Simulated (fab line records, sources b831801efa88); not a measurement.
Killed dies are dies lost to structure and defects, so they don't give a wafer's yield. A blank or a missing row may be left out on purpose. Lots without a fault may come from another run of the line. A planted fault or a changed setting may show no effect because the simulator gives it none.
Which tool did it? | flow sky130 | 14 lots, 42 wafers sampled, at 2 steps of a route of 708

WHAT THE GAUGES READ, wafer by wafer
SKY_LDD_HVP_TW_MEAS_10.
lot  | measured     | on            | LDD_HVP_TW
L501 | day 22 13:46 | film_metro-04 | 462.0 462.4 463.7
L502 | day 23 01:34 | film_metro-01 | 458.6 459.1 458.1
L504 | day 23 15:10 | film_metro-03 | 690.3 696.0 688.5 690.9 692.3 689.6
L503 | day 23 17:54 | film_metro-03 | 690.1 694.5 691.3 695.3 688.7 689.2
L505 | day 24 01:51 | film_metro-03 | 462.0 463.3 462.4
L513 | day 26 18:29 | film_metro-01 | 459.2 461.0 458.6
L514 | day 26 22:44 | film_metro-03 | 459.2 457.6 459.2
L515 | day 27 11:11 | film_metro-04 | 456.6 456.6 457.4
L516 | day 27 17:50 | film_metro-03 | 461.7 460.6 461.0
L518 | day 28 07:16 | film_metro-01 | 455.5 456.9 457.0
L519 | day 28 19:57 | film_metro-01 | 456.6 456.6 455.9
L520 | day 29 16:59 | film_metro-04 | 457.2 459.7 458.6
L522 | day 29 17:55 | film_metro-04 | 459.1 457.2 456.8
L523 | day 30 05:19 | film_metro-03 | 463.6 460.6 457.6

WHICH TOOL RAN EACH LOT (tool, then ch and the chambers of the sampled wafers, then the start)
lot  | SKY_LDD_HVP_IMPLANT_08
L501 | implanter-04 ch 0, day 22 13:31
L502 | implanter-04 ch 0, day 23 01:20
L504 | implanter-04 ch 0, day 23 14:58
L503 | implanter-04 ch 0, day 23 17:40
L505 | implanter-03 ch 0, day 24 01:37
L513 | implanter-04 ch 0, day 26 18:14
L514 | implanter-03 ch 0, day 26 22:29
L515 | implanter-04 ch 0, day 27 10:56
L516 | implanter-01 ch 0, day 27 17:35
L518 | implanter-04 ch 0, day 28 07:03
L519 | implanter-01 ch 0, day 28 19:44
L520 | implanter-03 ch 0, day 29 16:44
L522 | implanter-04 ch 0, day 29 17:40
L523 | implanter-03 ch 0, day 30 05:05
- SKY_LDD_HVP_IMPLANT_08

WHAT THE TOOLS THEMSELVES READ (means of the sampled wafers that have a number; where no wafer has one, the mark that the record gives instead)
SKY_LDD_HVP_IMPLANT_08.
lot  | tool         | dose_ions_cm2 | faraday_current_uA
L501 | implanter-04 | 1.7003e+13    | 95.6
L502 | implanter-04 | 1.6985e+13    | 95.6
L504 | implanter-04 | 6.1593e+13    | 342.1
L503 | implanter-04 | 6.1582e+13    | 347.4
L505 | implanter-03 | 1.7005e+13    | 96.2
L513 | implanter-04 | 1.7014e+13    | 97.1
L514 | implanter-03 | 1.7014e+13    | 97.6
L515 | implanter-04 | 1.7005e+13    | 98.5
L516 | implanter-01 | 1.6994e+13    | 95.5
L518 | implanter-04 | 1.7000e+13    | 97.0
L519 | implanter-01 | 1.6993e+13    | 95.9
L520 | implanter-03 | 1.7006e+13    | 95.7
L522 | implanter-04 | 1.7001e+13    | 97.0
L523 | implanter-03 | 1.7001e+13    | 95.9

THE ANSWER, worked out from the rows above alone
Rule: what is usual is taken from the lots themselves. Put in order of their means at a reading, lots are off if they are a third of the lots or fewer, leave a main group of 4 or more, and stand apart from it by a gap of 3 or more times the standard deviation of the main group's means; of several such gaps the widest counts. A main group whose means are all the same, to the digits that the tables above print for the reading, isn't used. A lot without any number at a reading at which 4 lots or more have one is off too. The other lots that the step has rows for count as sound. The gauges are gone through in route order, then the tools' own readings, and for those a lot's mean is taken as printed above. The first step at which some lot is off is used, and at that step the reading that is off furthest; a lot without a number counts as furthest.
Off: L504, L503, at SKY_LDD_HVP_TW_MEAS_10 (LDD_HVP_TW). The main group: mean 459.1, standard deviation 2.1.
A tool fits if, at a process step before that reading, it ran every lot that is off, and no sound lot after the first of them. The gauges at SKY_LDD_HVP_TW_MEAS_10 aren't tried: what is off there is off at SKY_LDD_HVP_IMPLANT_08 too, on other tools, and a gauge's error can't cause that. None of those tried fits.

WHAT THE SIMULATOR HAD PUT IN
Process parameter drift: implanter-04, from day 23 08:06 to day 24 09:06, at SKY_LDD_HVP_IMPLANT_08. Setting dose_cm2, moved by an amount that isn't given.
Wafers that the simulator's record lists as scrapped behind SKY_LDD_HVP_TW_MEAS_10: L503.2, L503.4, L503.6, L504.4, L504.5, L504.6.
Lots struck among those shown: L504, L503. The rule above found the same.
